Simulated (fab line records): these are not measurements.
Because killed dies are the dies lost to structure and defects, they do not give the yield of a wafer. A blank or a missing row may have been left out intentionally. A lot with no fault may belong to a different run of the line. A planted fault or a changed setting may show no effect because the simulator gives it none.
What tool caused it? -- flow sky130 -- 18 wafers from 6 lots sampled at 2 of the route's 708 steps

## WHAT THE GAUGES SHOWED, per wafer
SKY_POLY_GATE_THK_MEAS_21.
lot,measured,on,POLY_GATE_OXIDATION_THK (nm)
L248,day 18 00:33,film_metro-03,3.87 3.80 3.86
L251,day 18 16:45,film_metro-04,3.88 3.84 3.97
L253,day 19 08:50,film_metro-03,3.97 3.95 4.02
L262,day 23 06:35,film_metro-04,3.99 4.00 4.03
L265,day 23 17:19,film_metro-02,3.97 3.88 3.94
L266,day 24 10:08,film_metro-02,3.96 4.01 3.98

## WHAT TOOL EACH LOT RAN ON (gives the tool, then ch and the chambers of the sampled wafers, and finally the start)
lot,SKY_SONOS_ONO_STRIP_17
L248,"plasma_asher-03 ch 0,1, day 13 22:52"
L251,"plasma_asher-03 ch 0,1, day 14 16:22"
L253,"plasma_asher-03 ch 0,1, day 15 03:43"
L262,"plasma_asher-04 ch 0,1, day 19 01:22"
L265,"plasma_asher-03 ch 0,1, day 19 11:38"
L266,"plasma_asher-03 ch 0,1, day 20 07:09"
- SKY_SONOS_ONO_STRIP_17: strips in O2/N2.

## THE ANSWER, worked out from the rows above alone
Rule: the lots themselves supply what counts as usual. Put in order of their means at a reading, lots are off if they are a third of the lots or fewer, leave a main group of 4 or more, and stand apart from it by a gap of 3 or more times the standard deviation of the main group's means; of several such gaps the widest counts. A main group is skipped when, at the precision printed for the reading in the tables above, its means are all equal. A lot without any number at a reading at which 4 lots or more have one is off too. The other lots that the step has rows for count as sound.
No lot is off on any of the readings shown, so nothing can be concluded from this.

## WHAT THE SIMULATOR HAD INSERTED
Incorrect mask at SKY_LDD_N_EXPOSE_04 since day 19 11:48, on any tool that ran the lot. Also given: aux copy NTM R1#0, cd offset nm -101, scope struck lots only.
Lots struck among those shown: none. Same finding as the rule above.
